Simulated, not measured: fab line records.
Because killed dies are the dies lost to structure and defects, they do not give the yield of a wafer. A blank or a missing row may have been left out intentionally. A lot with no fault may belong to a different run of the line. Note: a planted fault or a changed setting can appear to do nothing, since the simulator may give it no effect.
8D (eight disciplines) problem report, filled in by code + flow sky130 + the parts of the form that need people (team, actions taken, sign-off) are left out

## 1. PROBLEM STATEMENT
Across 9 wafers from 3 lots, NWELL_TW at SKY_NWELL_TW_MEAS_15 averages 1765, while fault-free wafers read 1821 with a standard deviation of 7.9. Relative to the usual mean, that is a shift of -7.0 standard deviations.
The first sign was on wafer L902.1 at day 7 02:18, on film_metro-01. Wafers with a number at this step in the record: 36, from 12 lots. Rule for "out" (also "out of limits"): further than 4 standard deviations from the usual mean. Any other wafer with a number is counted as sound.

## 2. WHAT IT IS, AND WHAT IT ISN'T
| question                    | is                                          | is not                                                                                 |
|-----------------------------|---------------------------------------------|----------------------------------------------------------------------------------------|
| which readings at this step | NWELL_TW                                    | -                                                                                      |
| which lots                  | L902, L904, L906                            | L894, L895, L897, L898, L901, L907, L910, L912, L915                                   |
| which wafers of those lots  | all that have a number                      | -                                                                                      |
| read on which gauges        | film_metro-01, film_metro-02, film_metro-03 | -                                                                                      |
| when                        | from day 7 02:18                            | up to then (15 sound wafers); but 12 sound wafers of L907, L910, L912, L915 came after |

## 3. SUSPECTS, AND WHAT RULES EACH OUT
Counting: a tool stays on the suspect list if, at a process step up to the reading, it processed all lots that are out and no sound lot following the first of them.
- ruled out: the gauge at SKY_NWELL_TW_MEAS_15. The wafers that are out were read on 3 gauges (film_metro-01, film_metro-02, film_metro-03).
- implanter-02 at SKY_NWELL_IMPLANT_11: ruled out as a lasting fault. Following L902 (day 7 01:45), the first lot on it that is out, the sound lots L915 were run on it.
Left after counting: nothing in the record.

## 4. THE CAUSE (what the simulator had put in)
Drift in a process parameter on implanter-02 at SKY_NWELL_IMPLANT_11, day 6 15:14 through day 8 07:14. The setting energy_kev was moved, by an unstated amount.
The count ruled it out by mistake, since the rule takes a fault to strike every lot its tool runs from the start of the fault on, and this one did not do so.

## 5. THE CHAIN OF EFFECTS, in route order
Each row: a reading where the mean over the struck wafers with a number is more than 3 standard deviations away from the usual. Only readings for which the record gives a usual standard deviation are gone through. hours: the time from each lot's start at the first step in this table that gives one to its start at this step, as a median over the lots. sigmas: the change in usual standard deviations.
| hours | step                 | reading         | usual        | on struck wafers | change | sigmas      |
|-------|----------------------|-----------------|--------------|------------------|--------|-------------|
| 0     | SKY_NWELL_IMPLANT_11 | beam_energy_keV | 400.02       | 307.79           | -92.23 | -99 or more |
| 1     | SKY_NWELL_TW_MEAS_15 | NWELL_TW        | 1821         | 1765             | -56    | -7.0        |
| 21    | SKY_NWELL_RS_MEAS_29 | NWELL_RS        | 624.8 ohm/sq | 667.4            | +42.6  | +28         |
The process steps in it:
- SKY_NWELL_IMPLANT_11
At these later measuring or inspecting steps, every struck wafer for which the step has a row has a number for every such reading, and none has moved that far: SKY_SONOS_ONO_THK_MEAS_01, SKY_POLY_GATE_THK_MEAS_21.

## 6. HOW IT WOULD HAVE BEEN CAUGHT EARLIER
In this record the first reading out of limits at a measuring or inspecting step was taken at day 7 02:18, 11 hours after the fault began at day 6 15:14.
At SKY_NWELL_IMPLANT_11, the tool's own readings (beam_energy_keV) were out on each struck wafer the step has a row for, so an alarm limit on them would have fired on the first such wafer.
